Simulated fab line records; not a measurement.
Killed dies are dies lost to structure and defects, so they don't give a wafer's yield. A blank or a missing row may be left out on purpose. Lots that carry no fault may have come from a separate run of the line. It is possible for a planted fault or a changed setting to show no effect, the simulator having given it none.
Problem report in the 8D (eight disciplines) form, filled by code :: flow gf180mcu :: the parts of the form that need people (team, actions taken, sign-off) are left out

## 1. WHAT IS WRONG
Across 3 wafers from 2 lots, V1_CVD_02_THK at GF_V1_THK_MEAS_03 averages 917 nm, while fault-free wafers read 854 nm with a standard deviation of 12. Relative to the usual mean, that is a shift of +5.2 standard deviations.
First seen on wafer L840.1, day 23 03:43, on film_metro-04. The record has a number at this step for 33 wafers belonging to 11 lots. By rule, "out" or "out of limits" means more than 4 standard deviations away from the usual mean. Any other wafer with a number is counted as sound.

## 2. WHAT IT IS, WHAT IT ISN'T
question: which readings at this step
is: V1_CVD_02_THK
is not: -

question: which lots
is: L840, L841
is not: L824, L827, L828, L829, L832, L834, L836, L839, L846

question: which wafers of those lots
is: L840.1, L840.3, L841.1
is not: L840.6, L841.2, L841.4

question: read on which gauges
is: film_metro-01, film_metro-04
is not: film_metro-02

question: when
is: from day 23 03:43
is not: up to then (25 sound wafers); but 5 sound wafers of L841, L846 came after

## 3. THE SUSPECTS, EACH WITH WHAT RULES IT OUT
Counting: any tool at a process step up to the reading remains a suspect provided it ran every lot that is out. Sound lots after the first of them don't rule it out here, since some wafers of a struck lot are sound.
- the gauge at GF_V1_THK_MEAS_03 has been ruled out. The wafers that are out were read on 2 gauges (film_metro-01, film_metro-04).
- pvd_sputter-01 at GF_M1_SPUTTER_04 (material TiN, target thk 50 nm, time 41.7 s): kept. It processed each lot that is out (first: L840, day 22 03:43); up to then, its last sound lot is L839 (day 22 00:34).
- pecvd-02 at GF_V1_CVD_02 (deposits SiO2 from TEOS, target thk 850 nm, time 94.851 s): kept. It processed each lot that is out (first: L840, day 23 03:39); up to then, its last sound lot is L836 (day 21 16:08). Its own run_length_s readings are out on those wafers.
After counting, pvd_sputter-01 at GF_M1_SPUTTER_04 and pecvd-02 at GF_V1_CVD_02 remain.

## 4. THE CAUSE (what the simulator had put in)
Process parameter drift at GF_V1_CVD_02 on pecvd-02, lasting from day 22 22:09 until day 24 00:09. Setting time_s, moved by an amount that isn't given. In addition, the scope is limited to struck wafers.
Of the 2 suspects that counting leaves, this tool is one.

## 5. THE CHAIN OF EFFECTS, in route order
Each row: a reading whose mean over the struck wafers that have a number lies more than 3 standard deviations from the usual. Only readings for which the record gives a usual standard deviation are gone through. hours: the time from each lot's start at the first step in this table that gives one to its start at this step, as a median over the lots. sigmas: the change in usual standard deviations.
hours: 0
step: GF_V1_CVD_02
reading: run_length_s
usual: 123.1 s
on struck wafers: 130.3
change: +7.2
sigmas: +11

hours: 0
step: GF_V1_THK_MEAS_03
reading: V1_CVD_02_THK
usual: 854 nm
on struck wafers: 917
change: +63
sigmas: +5.2

hours: 0
step: GF_V1_CMP_04
reading: time_to_endpoint_s
usual: 84 s
on struck wafers: 109
change: +25
sigmas: +3.9
The process steps in it:
- GF_V1_CVD_02: deposits SiO2 from TEOS, target thk 850 nm, time 94.851 s.
- GF_V1_CMP_04: polishes SiO2.

## 6. WHAT WOULD HAVE CAUGHT IT SOONER
The first out-of-limits reading at a measuring or inspecting step in this record came at day 23 03:43, 6 hours after the fault's start at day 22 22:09.
The tool's own readings at GF_V1_CVD_02 were out on every struck wafer that the step has a row for (run_length_s): an alarm limit on them would have fired on the first of those.
Of the lots that are out (2), L841 began GF_V1_CVD_02 on pecvd-02 after day 23 03:43. Putting the tool on hold at that point would have spared it.
